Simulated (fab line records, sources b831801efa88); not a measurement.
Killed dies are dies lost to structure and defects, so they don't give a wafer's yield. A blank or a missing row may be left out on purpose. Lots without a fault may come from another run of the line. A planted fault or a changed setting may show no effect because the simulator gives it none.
fab line records | flow sky130 | part 1 of 2: steps 1 to 28 of 41
record lots=5 wafers=15 last_day=50
route steps=708 shown VIA3@586 METAL4@598 CAP2M@603
lots that met no fault: from a run of the same line without faults
start_h: hours from the record's first day to the start of the lot's first wafer shown | wait_h: hours since the lot's step before | " the same as in the row above | L1.1+2: a row that stands for several wafers | - no value, or no start given | * or withheld: withheld | < > ~ a bound
route shown NAME@n: a module of which the file shows steps, and the number in the route of the first | usual: mean/standard deviation of fault-free wafers | same: alike in all rows | chamber/n: place in a boat | sites: the reading at each site | _std_site: their standard deviation | _edge_site: outer sites' mean less inner sites' | radius_mm: how far each site lies from the wafer's centre | mask NAME#n: copy n | behind: the tool/chamber that last shaped the wafer | hold: why the lot was held/for how many hours/how that ended | device: the transistor (n, p or np) that didn't switch | end of line: the same wafers' tests at the end of the route | a step without rows: its recipe alone | killed: dies lost to structure and defects at the first sort, not the wafer's yield | map: a wafer's dies, x killed, . not, _ none there
set.NAME: the setting as run; set.NAME@STEP: as run at that earlier step | model.NAME: the simulator's own value behind a step, which no gauge read
lots at some steps of the route; a table a step, a row a wafer
services: from which hour (start_h, from the record's first day; less than 0 if before it) a tool's chamber was out of use, for how many hours, and why
## steps
# step SKY_VIA3_OVL_MEAS_13
# usual VIA3_OVL=-1/5
# columns lot.wafer tool chamber start_h wait_h VIA3_OVL[nm]
L075.3 overlay-01 - 934.26 0.1 0
L075.4 " - " " -5
L075.5 " - " " -4
L086.1 overlay-02 - 1024.05 0.1 5
L086.4 " - " " 1
L086.5 " - " " -1
L092.3 overlay-01 - 1063.48 0.1 -1
L092.4 " - " " -1
L092.5 " - " " -4
L095.1 overlay-01 - 1075.87 0.1 3
L095.5 " - " " -4
L095.6 " - " " -1
L096.4 overlay-01 - 1077.47 0.1 0
L096.5 " - " " -6
L096.6 " - " " 0
# step SKY_VIA3_ETCH_14
# recipe chemistry=N2/H2 target=BARC ion_energy_ev=200 source_w=500 bias_w=100 pressure_mtorr=30 n2_flow_sccm=100 h2_flow_sccm=200 stop_on=SiO2 time_s=45.9 target_depth_a=600
# usual drypump_motor_current_A=5.8/0.44 oes_product_au=0.854/0.0049 throttle_valve_pct=13.225/0.0091
# columns lot.wafer tool chamber start_h wait_h drypump_motor_current_A oes_product_au rf_hours_counter_h throttle_valve_pct
L075.3 rie_diel-03 0 934.29 0.0 5.4 0.857 15 13.224
L075.4 " 1 " " 5.4 0.859 7 13.214
L075.5 " 0 " " 5.4 0.852 - 13.218
L086.1 rie_diel-01 3 1024.09 0.0 6.1 0.855 5 13.224
L086.4 " 0 " " 5.6 0.857 9 13.228
L086.5 " 3 " " 6.1 0.851 - 13.237
L092.3 rie_diel-02 3 1063.50 0.0 6.4 0.857 22 13.229
L092.4 " 2 " " 5.8 0.857 - 13.227
L092.5 " 0 " " 6.2 0.857 - 13.227
L095.1 rie_diel-02 2 1075.91 0.0 5.8 0.857 28 13.223
L095.5 " 3 " " 6.4 0.857 - 13.221
L095.6 " 0 " " 6.2 0.851 - 13.217
L096.4 rie_diel-01 1 1077.49 0.0 5.0 0.857 25 13.234
L096.5 " 3 " " 6.1 0.861 - 13.222
L096.6 " 2 " " 5.5 0.857 - 13.225
# step SKY_VIA3_ETCH_15
# recipe target=SiO2 chemistry=C4F8/O2/Ar target_depth_nm=507 stop_on=TiN mask_material=KrF-thick source_w=1500 bias_w=1200 pressure_mtorr=40 c4f8_flow_sccm=withheld O2_flow_sccm=6 Ar_flow_sccm=300 time_s=78
# usual oes_product_au=0.945/0.0042
# columns lot.wafer tool chamber start_h wait_h oes_product_au rf_hours_counter_h
L075.3 rie_diel-03 0 934.33 0.0 0.945 15
L075.4 " 1 " " 0.952 7
L075.5 " 0 " " 0.940 -
L086.1 rie_diel-01 3 1024.13 0.0 0.948 5
L086.4 " 0 " " 0.950 9
L086.5 " 3 " " 0.948 -
L092.3 rie_diel-02 3 1063.54 0.0 0.947 22
L092.4 " 2 " " 0.949 -
L092.5 " 0 " " 0.947 -
L095.1 rie_diel-02 2 1075.95 0.0 0.948 28
L095.5 " 3 " " 0.942 -
L095.6 " 0 " " 0.945 -
L096.4 rie_diel-01 1 1077.53 0.0 0.952 25
L096.5 " 3 " " 0.947 -
L096.6 " 2 " " 0.941 -
# step SKY_VIA3_STRIP_16
# recipe chemistry=O2/N2 power_w=1400 pressure_mtorr=1500 platen_temp_c=withheld o2_flow_sccm=3000 n2_flow_sccm=300 overash_fraction=0.5
# usual drypump_motor_current_A=5.96/0.29 oes_product_au=0.401/0.0047 strip_time_to_endpoint_s=4.12/0.037
# columns lot.wafer tool chamber start_h wait_h drypump_motor_current_A oes_product_au rf_hours_counter_h strip_time_to_endpoint_s
L075.3 plasma_asher-02 0 934.42 0.1 5.83 0.409 - 4.15
L075.4 " 1 " " 6.03 0.404 - 4.12
L075.5 " 0 " " 5.79 0.404 - 4.14
L086.1 plasma_asher-02 1 1024.19 0.0 6.06 0.402 32 4.09
L086.4 " 1 " " 6.03 0.403 - 4.18
L086.5 " 1 " " 6.07 0.391 - 4.08
L092.3 plasma_asher-03 0 1063.64 0.1 6.23 0.405 - 4.10
L092.4 " 1 " " 6.24 0.395 - 4.14
L092.5 " 0 " " 6.22 0.401 - 4.12
L095.1 plasma_asher-03 0 1076.01 0.0 6.22 0.399 100 4.12
L095.5 " 1 " " 6.25 0.404 - 4.14
L095.6 " 0 " " 6.19 0.400 - 4.11
L096.4 plasma_asher-03 0 1077.62 0.1 6.19 0.405 - 4.13
L096.5 " 1 " " 6.22 0.403 - 4.08
L096.6 " 0 " " 6.25 0.398 - 4.08
# step SKY_VIA3_STRIP_17
# recipe chemistry=post_etch_residue_remover time_s=1200 temp_c=72.5
# columns lot.wafer tool chamber start_h wait_h
L075.3+4+5 wet_bench-03 3 934.49 0.0
L086.1+4+5 wet_bench-04 3 1024.29 0.1
L092.3+4+5 wet_bench-04 2 1063.70 0.0
L095.1+5+6 wet_bench-03 3 1076.11 0.1
L096.4+5+6 wet_bench-02 2 1077.69 0.0
# step SKY_VIA3_CLEAN_18
# recipe chemistry=IPA time_s=180 temp_c=25
# columns lot.wafer tool chamber start_h wait_h
L075.3+4+5 wet_bench-04 3 934.83 0.0
L086.1+4+5 wet_bench-03 2 1024.66 0.0
L092.3+4+5 wet_bench-03 0 1064.04 0.0
L095.1+5+6 wet_bench-04 0 1076.48 0.0
L096.4+5+6 wet_bench-02 0 1078.03 0.0
# step SKY_VIA3_CLEAN_19
# recipe chemistry=O3/DIW dry=n2_spin
# columns lot.wafer tool chamber start_h wait_h
L075.3+4+5 wet_bench-02 2 934.90 0.0
L086.1+4+5 wet_bench-02 0 1024.72 0.0
L092.3+4+5 wet_bench-02 3 1064.11 0.0
L095.1+5+6 wet_bench-02 0 1076.54 0.0
L096.4+5+6 wet_bench-02 0 1078.09 0.0
# step SKY_VIA3_SPUTTER_20
# recipe material=TiN target_thk_nm=20 chamber_pressure_pa=5 power_w=4000 time_s=80
# usual throttle_valve_pct=30.1/0.99
# columns lot.wafer tool chamber start_h wait_h throttle_valve_pct
L075.3 pvd_sputter-01 - 935.00 0.0 31.2
L075.4 " - " " 28.2
L075.5 " - " " 29.1
L086.1 pvd_sputter-01 - 1024.81 0.0 28.5
L086.4 " - " " 31.2
L086.5 " - " " 28.3
L092.3 pvd_sputter-02 - 1064.21 0.0 30.1
L092.4 " - " " 31.1
L092.5 " - " " 31.3
L095.1 pvd_sputter-02 - 1076.63 0.0 31.1
L095.5 " - " " 30.4
L095.6 " - " " 31.4
L096.4 pvd_sputter-04 - 1078.18 0.0 29.5
L096.5 " - " " 28.8
L096.6 " - " " 29.7
# step SKY_VIA3_CVD_21
# recipe material=W target_thk_nm=390 time_s=117.31 temp_c=400 pressure_torr=40
# usual heater_power_w=940/130
# columns lot.wafer tool chamber start_h wait_h heater_power_w
L075.3 cvd_w-02 1 935.10 0.1 882
L075.4 " 0 " " 1124
L075.5 " 1 " " 906
L086.1 cvd_w-02 1 1024.87 0.0 943
L086.4 " 0 " " 1111
L086.5 " 1 " " 929
L092.3 cvd_w-01 0 1064.31 0.1 844
L092.4 " 1 " " 781
L092.5 " 1 " " 784
L095.1 cvd_w-01 1 1076.69 0.0 766
L095.5 " 1 " " 762
L095.6 " 0 " " 845
L096.4 cvd_w-02 1 1078.29 0.1 913
L096.5 " 0 " " 1141
L096.6 " 1 " " 940
# step SKY_VIA3_RS_MEAS_22
# recipe thk_meas_gauge=four-point-probe reads=W_of_VIA3_CVD_21+TiN_of_VIA3_SPUTTER_20
# usual VIA3_W_RS=0.294/0.0039
# columns lot.wafer tool chamber start_h wait_h VIA3_W_RS[ohm/sq]
L075.3 film_metro-04 - 935.22 0.1 0.290
L075.4 " - " " 0.296
L075.5 " - " " 0.286
L086.1 film_metro-02 - 1025.00 0.1 0.292
L086.4 " - " " 0.298
L086.5 " - " " 0.291
L092.3 film_metro-02 - 1064.43 0.1 0.294
L092.4 " - " " 0.293
L092.5 " - " " 0.298
L095.1 film_metro-04 - 1076.81 0.1 0.299
L095.5 " - " " 0.296
L095.6 " - " " 0.290
L096.4 film_metro-04 - 1078.43 0.1 0.287
L096.5 " - " " 0.294
L096.6 " - " " 0.289
# step SKY_VIA3_THK_MEAS_23
# recipe thk_meas_gauge=xrf reads=W_of_VIA3_CVD_21
# usual VIA3_W_THK=398/5.9
# columns lot.wafer tool chamber start_h wait_h VIA3_W_THK[nm]
L075.3 film_metro-04 - 935.32 0.1 406
L075.4 " - " " 399
L075.5 " - " " 412
L086.1 film_metro-02 - 1025.12 0.1 396
L086.4 " - " " 390
L086.5 " - " " 396
L092.3 film_metro-02 - 1064.53 0.1 396
L092.4 " - " " 394
L092.5 " - " " 390
L095.1 film_metro-04 - 1076.93 0.1 394
L095.5 " - " " 398
L095.6 " - " " 405
L096.4 film_metro-04 - 1078.52 0.1 412
L096.5 " - " " 399
L096.6 " - " " 406
# step SKY_VIA3_CMP_24
# recipe stop_on=SiO2 t_overpolish_s=20 down_force_psi=3.5 platen_rpm=60 target_thk_nm=0 pad_velocity_m_s=0.94248
# usual motor_current_A=11.0/1 overpolish_run_s=20.001/0.0088 slurry_flow_ml_min=150.0/0.44 time_to_endpoint_s=92.6/3
# columns lot.wafer tool chamber start_h wait_h motor_current_A overpolish_run_s slurry_flow_ml_min time_to_endpoint_s
L075.4 cmp-02 3 935.41 0.1 11.2 20.023 150.0 95.5
L075.3 " 0 " " 10.4 19.992 149.7 89.8
L075.5 " 2 " " 12.4 20.001 150.1 95.2
L086.4 cmp-01 0 1025.18 0.0 11.3 20.017 149.6 95.0
L086.1 " 2 " " 8.4 19.998 149.9 91.5
L086.5 " 1 " " 10.2 19.996 149.7 93.1
L092.3 cmp-01 3 1064.67 0.1 11.1 20.009 149.6 90.9
L092.4 " 0 " " 11.9 20.005 150.8 97.4
L092.5 " 1 " " 10.0 19.994 150.0 95.9
L095.1 cmp-01 3 1077.14 0.2 10.7 20.004 150.6 90.6
L095.5 " 0 " " 11.1 20.001 149.5 97.7
L095.6 " 1 " " 10.2 19.993 150.4 91.5
L096.4 cmp-02 3 1078.67 0.1 11.3 20.004 150.4 97.7
L096.5 " 1 " " 11.8 19.988 149.1 91.0
L096.6 " 2 " " 12.4 20.013 149.8 93.4
# step SKY_METAL4_SPUTTER_00
# recipe material=Ti target_thk_nm=15 power_w=3000 time_s=10 chamber_pressure_pa=0.4
# usual throttle_valve_pct=29.6/1.1
# columns lot.wafer tool chamber start_h wait_h throttle_valve_pct
L075.3 pvd_sputter-04 - 935.66 0.1 28.6
L075.4 " - " " 29.7
L075.5 " - " " 29.1
L086.1 pvd_sputter-01 - 1025.48 0.1 29.0
L086.4 " - " " 31.6
L086.5 " - " " 28.4
L092.3 pvd_sputter-01 - 1064.87 0.1 31.4
L092.4 " - " " 29.2
L092.5 " - " " 28.5
L095.1 pvd_sputter-03 - 1077.29 0.1 28.3
L095.5 " - " " 30.4
L095.6 " - " " 29.2
L096.4 pvd_sputter-04 - 1078.87 0.1 29.7
L096.5 " - " " 29.2
L096.6 " - " " 29.2
# step SKY_METAL4_SPUTTER_01
# recipe material=TiN target_thk_nm=20 power_w=6500 time_s=16.7 chamber_pressure_pa=0.4
# usual throttle_valve_pct=29.6/1.1
# columns lot.wafer tool chamber start_h wait_h throttle_valve_pct
L075.3 pvd_sputter-04 - 935.69 0.0 28.9
L075.4 " - " " 29.5
L075.5 " - " " 29.0
L086.1 pvd_sputter-01 - 1025.50 0.0 28.6
L086.4 " - " " 31.6
L086.5 " - " " 28.5
L092.3 pvd_sputter-01 - 1064.89 0.0 31.2
L092.4 " - " " 28.8
L092.5 " - " " 28.6
L095.1 pvd_sputter-03 - 1077.32 0.0 28.3
L095.5 " - " " 30.5
L095.6 " - " " 29.0
L096.4 pvd_sputter-04 - 1078.89 0.0 29.6
L096.5 " - " " 29.3
L096.6 " - " " 28.9
# step SKY_METAL4_SPUTTER_02
# recipe material=AlCu target_thk_nm=735 power_w=10600 time_s=39.1 chamber_pressure_pa=0.4
# usual throttle_valve_pct=29.6/1.1
# columns lot.wafer tool chamber start_h wait_h throttle_valve_pct
L075.3 pvd_sputter-04 - 935.71 0.0 28.5
L075.4 " - " " 29.5
L075.5 " - " " 28.9
L086.1 pvd_sputter-01 - 1025.53 0.0 29.0
L086.4 " - " " 31.6
L086.5 " - " " 28.7
L092.3 pvd_sputter-01 - 1064.92 0.0 31.2
L092.4 " - " " 29.2
L092.5 " - " " 28.1
L095.1 pvd_sputter-03 - 1077.34 0.0 28.4
L095.5 " - " " 30.2
L095.6 " - " " 29.0
L096.4 pvd_sputter-04 - 1078.92 0.0 29.4
L096.5 " - " " 29.4
L096.6 " - " " 28.5
# step SKY_METAL4_SPUTTER_03
# recipe material=Ti target_thk_nm=5 power_w=3000 time_s=3.3 chamber_pressure_pa=0.4
# usual throttle_valve_pct=29.6/1.1
# columns lot.wafer tool chamber start_h wait_h throttle_valve_pct
L075.3 pvd_sputter-04 - 935.75 0.0 28.9
L075.4 " - " " 29.6
L075.5 " - " " 28.9
L086.1 pvd_sputter-01 - 1025.56 0.0 28.9
L086.4 " - " " 31.4
L086.5 " - " " 28.4
L092.3 pvd_sputter-01 - 1064.96 0.0 31.2
L092.4 " - " " 28.9
L092.5 " - " " 28.6
L095.1 pvd_sputter-03 - 1077.38 0.0 28.1
L095.5 " - " " 30.2
L095.6 " - " " 29.0
L096.4 pvd_sputter-04 - 1078.96 0.0 29.5
L096.5 " - " " 29.3
L096.6 " - " " 29.0
# step SKY_METAL4_SPUTTER_04
# recipe material=TiN target_thk_nm=70 power_w=6500 time_s=58.3 chamber_pressure_pa=0.4
# usual throttle_valve_pct=29.6/1.1
# columns lot.wafer tool chamber start_h wait_h throttle_valve_pct
L075.3 pvd_sputter-04 - 935.77 0.0 28.5
L075.4 " - " " 29.4
L075.5 " - " " 28.9
L086.1 pvd_sputter-01 - 1025.58 0.0 28.8
L086.4 " - " " 31.2
L086.5 " - " " 28.3
L092.3 pvd_sputter-01 - 1064.98 0.0 31.5
L092.4 " - " " 28.9
L092.5 " - " " 28.4
L095.1 pvd_sputter-03 - 1077.40 0.0 28.0
L095.5 " - " " 30.3
L095.6 " - " " 29.3
L096.4 pvd_sputter-04 - 1078.97 0.0 29.6
L096.5 " - " " 29.5
L096.6 " - " " 29.1
# step SKY_CAP2M_CVD_00
# recipe material=SiO2 target_thk_nm=15.5 temp_c=400 time_s=withheld rf_w=450
# usual heater_power_w=698/61
# columns lot.wafer tool chamber start_h wait_h heater_power_w
L075.3 pecvd-03 2 935.82 0.0 658
L075.4 " 0 " " 828
L075.5 " 1 " " 774
L086.1 pecvd-02 1 1025.63 0.0 710
L086.4 " 2 " " 681
L086.5 " 1 " " 730
L092.3 pecvd-02 1 1065.03 0.0 680
L092.4 " 1 " " 690
L092.5 " 2 " " 700
L095.1 pecvd-02 0 1077.45 0.0 650
L095.5 " 2 " " 724
L095.6 " 1 " " 709
L096.4 pecvd-03 0 1079.03 0.0 731
L096.5 " 2 " " 692
L096.6 " 1 " " 726
# step SKY_CAP2M_THK_MEAS_01
# recipe reads=SiO2_of_CAP2M_CVD_00
# usual CAP2M_CVD_00_THK=15.41/0.24
# columns lot.wafer tool chamber start_h wait_h CAP2M_CVD_00_THK[nm]
L075.3 film_metro-03 - 935.86 - 15.40
L075.4 " - " " 15.91
L075.5 " - " " 15.94
L086.1 film_metro-03 - 1025.65 - 15.18
L086.4 " - " " 15.67
L086.5 " - " " 15.49
L092.3 film_metro-04 - 1065.07 - 15.30
L092.4 " - " " 15.44
L092.5 " - " " 15.61
L095.1 film_metro-02 - 1077.47 - 15.32
L095.5 " - " " 15.69
L095.6 " - " " 15.61
L096.4 film_metro-03 - 1079.07 - 15.77
L096.5 " - " " 15.44
L096.6 " - " " 15.53
# step SKY_CAP2M_SPUTTER_02
# recipe material=TiN target_thk_nm=200 temp_c=300 power_w=6500 time_s=166.7 chamber_pressure_pa=0.4
# usual throttle_valve_pct=30.2/0.91
# columns lot.wafer tool chamber start_h wait_h throttle_valve_pct
L075.3 pvd_sputter-02 - 935.90 0.0 30.8
L075.4 " - " " 30.4
L075.5 " - " " 31.1
L086.1 pvd_sputter-03 - 1025.71 0.1 30.3
L086.4 " - " " 31.5
L086.5 " - " " 29.1
L092.3 pvd_sputter-03 - 1065.11 0.0 30.4
L092.4 " - " " 31.7
L092.5 " - " " 31.8
L095.1 pvd_sputter-04 - 1077.53 0.1 29.8
L095.5 " - " " 28.8
L095.6 " - " " 29.5
L096.4 pvd_sputter-02 - 1079.10 0.0 31.2
L096.5 " - " " 30.8
L096.6 " - " " 30.3
# step SKY_CAP2M_RS_MEAS_03
# recipe thk_meas_gauge=four-point-probe reads=TiN_of_CAP2M_SPUTTER_02
# usual CAP2M_TIN_RS=6.90/0.12
# columns lot.wafer tool chamber start_h wait_h CAP2M_TIN_RS[ohm/sq]
L075.3 film_metro-04 - 936.05 0.1 6.79
L075.4 " - " " 7.08
L075.5 " - " " 7.00
L086.1 film_metro-03 - 1025.82 0.1 6.72
L086.4 " - " " 6.82
L086.5 " - " " 6.82
L092.3 film_metro-04 - 1065.26 0.1 6.93
L092.4 " - " " 7.01
L092.5 " - " " 6.96
L095.1 film_metro-03 - 1077.64 0.1 6.92
L095.5 " - " " 6.77
L095.6 " - " " 6.80
L096.4 film_metro-02 - 1079.27 0.1 6.92
L096.5 " - " " 6.86
L096.6 " - " " 7.04
# step SKY_CAP2M_THK_MEAS_04
# recipe thk_meas_gauge=xrf reads=TiN_of_CAP2M_SPUTTER_02
# usual CAP2M_TIN_THK=204/3.4
# columns lot.wafer tool chamber start_h wait_h CAP2M_TIN_THK[nm]
L075.3 film_metro-04 - 936.15 0.1 208
L075.4 " - " " 199
L075.5 " - " " 202
L086.1 film_metro-03 - 1025.94 0.1 209
L086.4 " - " " 206
L086.5 " - " " 207
L092.3 film_metro-04 - 1065.36 0.1 204
L092.4 " - " " 201
L092.5 " - " " 201
L095.1 film_metro-03 - 1077.76 0.1 204
L095.5 " - " " 207
L095.6 " - " " 206
L096.4 film_metro-02 - 1079.36 0.1 203
L096.5 " - " " 206
L096.6 " - " " 200
# step SKY_CAP2M_DEHYDRATE_05
# recipe temp_c=200 time_s=60
# columns lot.wafer tool chamber start_h wait_h
L075.3+4+5 litho_track-02 0 947.29 11.1
L086.1+4+5 litho_track-04 0 1036.99 11.0
L092.3+4+5 litho_track-02 0 1076.19 10.8
L095.1+5+6 litho_track-02 0 1087.59 9.8
L096.4+5+6 litho_track-03 0 1089.17 9.8
# step SKY_CAP2M_HMDS_06
# recipe prime_time_s=60 prime_temp_c=120
# same prime_time_s=60
# columns lot.wafer tool chamber start_h wait_h
L075.3+4+5 litho_track-02 0 947.44 0.1
L086.1+4+5 litho_track-04 0 1037.14 0.1
L092.3+4+5 litho_track-02 0 1076.34 0.1
L095.1+5+6 litho_track-02 0 1087.74 0.1
L096.4+5+6 litho_track-03 0 1089.32 0.1
# step SKY_CAP2M_COAT_07
# recipe resist=NOVOLAK spin_rpm=3000 resist_thk_nm=1140
# columns lot.wafer tool chamber start_h wait_h
L075.3+4+5 litho_track-02 0 947.59 0.1
L086.1+4+5 litho_track-04 0 1037.29 0.1
L092.3+4+5 litho_track-02 0 1076.49 0.1
L095.1+5+6 litho_track-02 0 1087.89 0.1
L096.4+5+6 litho_track-03 0 1089.47 0.1
# step SKY_CAP2M_SOFTBAKE_08
# recipe temp_c=90 time_s=60 resist=NOVOLAK
# columns lot.wafer tool chamber start_h wait_h
L075.3+4+5 litho_track-02 0 947.74 0.1
L086.1+4+5 litho_track-04 0 1037.44 0.1
L092.3+4+5 litho_track-02 0 1076.64 0.1
L095.1+5+6 litho_track-02 0 1088.04 0.1
L096.4+5+6 litho_track-03 0 1089.62 0.1
# step SKY_CAP2M_EXPOSE_09
# recipe mask_id=CAP2M na=0.6 source_shape=conventional sigma_outer=0.6 polarization=unpolarized target_cd_nm=1000 dose_mj=159
# columns lot.wafer tool chamber start_h wait_h mask
L075.3+4+5 iline_stepper-02 0 - - CAP2M#0
L086.1+4+5 iline_stepper-02 0 - - CAP2M#0
L092.3+4+5 iline_stepper-01 0 - - CAP2M#0
L095.1+5+6 iline_stepper-02 0 - - CAP2M#0
L096.4+5+6 iline_stepper-02 0 - - CAP2M#0
# step SKY_CAP2M_PEB_10
# recipe temp_c=withheld time_s=* resist=NOVOLAK
# columns lot.wafer tool chamber start_h wait_h
L075.3+4+5 litho_track-04 0 - -
L086.1+4+5 litho_track-03 0 - -
L092.3+4+5 litho_track-02 0 - -
L095.1+5+6 litho_track-03 0 - -
L096.4+5+6 litho_track-02 0 - -
